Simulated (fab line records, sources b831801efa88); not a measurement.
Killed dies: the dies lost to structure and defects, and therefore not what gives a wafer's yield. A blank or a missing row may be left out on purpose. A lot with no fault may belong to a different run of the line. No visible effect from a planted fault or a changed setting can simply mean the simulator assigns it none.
Problem report in the 8D (eight disciplines) form, filled by code | flow gf180mcu | the parts of the form that need people (team, actions taken, sign-off) are left out

## 1. WHAT IS WRONG
chamber-pressure-pa at GF_V3_SPUTTER_21 reads a mean of 4.766 Pa on 1 wafer of 1 lot; wafers without a fault read 4.999 Pa with a standard deviation of 0.0096. Measured from the usual mean, that is -24 standard deviations.
The step: material Ti, target thk 15 nm, time 80.02 s.
Seen first at day 29 19:42 on pvd-sputter-04, wafer L616.4. The record has a number at this step for 39 wafers belonging to 13 lots. Rule for "out", or "out of limits": more than 4 standard deviations from the usual mean. The rest of the wafers with a number are treated as sound.

## 2. WHAT THIS IS AND IS NOT
question                    | is                  | is not
which readings at this step | chamber-pressure-pa | throttle-valve-pct
which lots                  | L616                | L593, L595, L596, L597, L599, L600, L602, L603, L604, L605, L606, L608
which wafers of those lots  | L616.4              | L616.3, L616.6
read on which tools         | pvd-sputter-04      | pvd-sputter-01, pvd-sputter-03
when                        | from day 29 19:42   | up to then (38 sound wafers)

## 3. WHAT RULES OUT EACH SUSPECT
Counting: if a tool at a process step up to the reading ran every lot that is out, it stays a suspect. Sound lots after the first of them don't rule it out here, since some wafers of a struck lot are sound.
- pvd-sputter-04 at GF_V3_SPUTTER_21 (material Ti, target thk 15 nm, time 80.02 s): kept. It processed L616, the lot that is out, at day 29 19:42, and its most recent sound lot before then was L608 at day 27 09:47. On those wafers its own readings are out: chamber-pressure-pa.
Left after counting: pvd-sputter-04 at GF_V3_SPUTTER_21.

## 4. THE CAUSE (what the simulator had put in)
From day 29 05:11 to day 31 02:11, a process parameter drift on pvd-sputter-04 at GF_V3_SPUTTER_21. Setting chamber-pressure-pa shifted by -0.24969 from 5. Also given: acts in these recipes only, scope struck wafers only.
Counting left only this tool.

## 5. THE EFFECT CHAIN, in route order
Each row: a reading whose mean over the struck wafers that have a number lies more than 3 standard deviations from the usual. Only readings whose record carries a usual standard deviation are examined. hours: median over the lots of the time between each lot's start at the first step of this table that gives one and its start at this step. sigmas: the change, counted in usual standard deviations.
hours | step             | reading             | usual    | on struck wafers | change | sigmas
0     | GF_V3_SPUTTER_21 | chamber-pressure-pa | 4.999 Pa | 4.766            | -0.233 | -24
The process steps in it:
- GF_V3_SPUTTER_21: material Ti, target thk 15 nm, time 80.02 s.

## 6. HOW IT WOULD HAVE BEEN CAUGHT EARLIER
First out-of-limits reading in this record: day 29 19:42, which is 15 hours after fault onset at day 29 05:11.
